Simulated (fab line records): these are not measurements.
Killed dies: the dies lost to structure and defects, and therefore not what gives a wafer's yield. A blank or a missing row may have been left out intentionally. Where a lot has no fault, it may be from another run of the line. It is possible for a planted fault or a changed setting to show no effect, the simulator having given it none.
Comparing a struck lot with a sound one | flow sky130 | 15 steps out of a route of 708
Sound: these wafers, L519.2, L519.4, L519.5. Struck: wafers L534.1, L534.2, L534.5. The cause comes at the end.
Each step with rows lists, per side, the tool, then ch with its chambers, then its first start. Under that, the readings that differ: sound wafers | struck wafers | difference of the means | sigmas: that difference in standard deviations of wafers without a fault.
alike: readings with means less than 2 such deviations apart, plus words and numbers identical on both sides. not compared: withheld readings, readings lacking a value on some wafer, bounds such as >300 that could conceal the same value, and numbers that have no deviation in the record and whose values overlap.
A row with sigmas, a row that says differs or no value, or rows on one side alone: a step with any of these is where the two part. Non-overlapping numbers with no deviation appear without sigmas and do not part them. A reading that every wafer of one side lacks parts them only if that side has two wafers or more.

first, 2 steps without rows for these wafers: SKY_VT_ADJUST_PCH_PEB_05; SKY_VT_ADJUST_PCH_DEVELOP_06 (develop time 60 s).
SKY_VT_ADJUST_PCH_OVL_MEAS_07:
  sound on overlay-02 at day 11 18:50; struck on overlay-01 at day 16 13:08
  alike: VT_ADJUST_PCH_OVL
next, for these wafers, 1 step has no rows: SKY_VT_ADJUST_PCH_IMPLANT_08.
SKY_VT_ADJUST_PCH_STRIP_09: strips in O2/N2.
  sound on plasma-asher-03 ch 1, day 11 19:01; struck on plasma-asher-02 ch 0,1, day 16 13:19
  alike: drypump-motor-current-A, oes-product-au, strip-time-to-endpoint-s
  not compared: rf-hours-counter-h
SKY_VT_ADJUST_PCH_TW_MEAS_10:
  sound on film-metro-03 at day 11 19:08; struck on film-metro-01 at day 16 13:25
  reading          | sound             | struck            | difference | sigmas
  VT_ADJUST_PCH_TW | 144.8 143.4 143.6 | 141.5 142.7 141.7 | -2.0       | -2
then, 6 steps without rows for these wafers: SKY_SONOS_TUNNEL_DEHYDRATE_00 (time 60 s); SKY_SONOS_TUNNEL_HMDS_01 (prime time 60 s); SKY_SONOS_TUNNEL_COAT_02 (resist thk 1140 nm); SKY_SONOS_TUNNEL_SOFTBAKE_03 (time 60 s); SKY_SONOS_TUNNEL_EXPOSE_04 (exposes mask TUNM, target cd 410 nm); SKY_SONOS_TUNNEL_PEB_05.
SKY_SONOS_TUNNEL_DEVELOP_06: develop time 60 s.
  sound on litho-track-04 ch 0, day 12 19:22; struck on litho-track-01 ch 0, day 17 17:50
  alike: resist-line-temp-C
SKY_SONOS_TUNNEL_OVL_MEAS_08:
  sound on overlay-01 at day 12 19:46; struck on overlay-01 at day 17 22:47
  reading               | sound         | struck                                                                     | difference                   | sigmas
  hold                  | - - -         | await-dispo/4.4h/release await-dispo/4.4h/release await-dispo/4.4h/release | no value on the sound wafers |
  SONOS_TUNNEL_OVL (nm) | 0.9 -0.2 -0.7 | -3.7 -3.5 -3.0                                                             | -3.4                         | -3
-- the record jumps here: 32 days lie between the struck wafers' starts before and after (it left off in module SONOS_TUNNEL and takes up again in module PAD_OPEN, whose first step shown is number 708 of the route) --
SKY_PAD_OPEN_PROBE_99:
  sound on prober-02 at day 46 22:02; struck on prober-01 at day 50 06:48
  reading | sound | struck                                                                     | difference                   | sigmas
  hold    | - - - | await-dispo/3.7h/release await-dispo/3.7h/release await-dispo/3.7h/release | no value on the sound wafers |
  alike: killed_at_M0_to_M3, killed_at_M4_up, killed-at-contacts, killed-at-front-end, killed-at-other, killed-dies, killed-open, killed-short

== WHERE THEY PART ==
At SKY_VT_ADJUST_PCH_TW_MEAS_10 first; at SKY_PAD_OPEN_PROBE_99 last (within this record only).

WHY: what the simulator had put in
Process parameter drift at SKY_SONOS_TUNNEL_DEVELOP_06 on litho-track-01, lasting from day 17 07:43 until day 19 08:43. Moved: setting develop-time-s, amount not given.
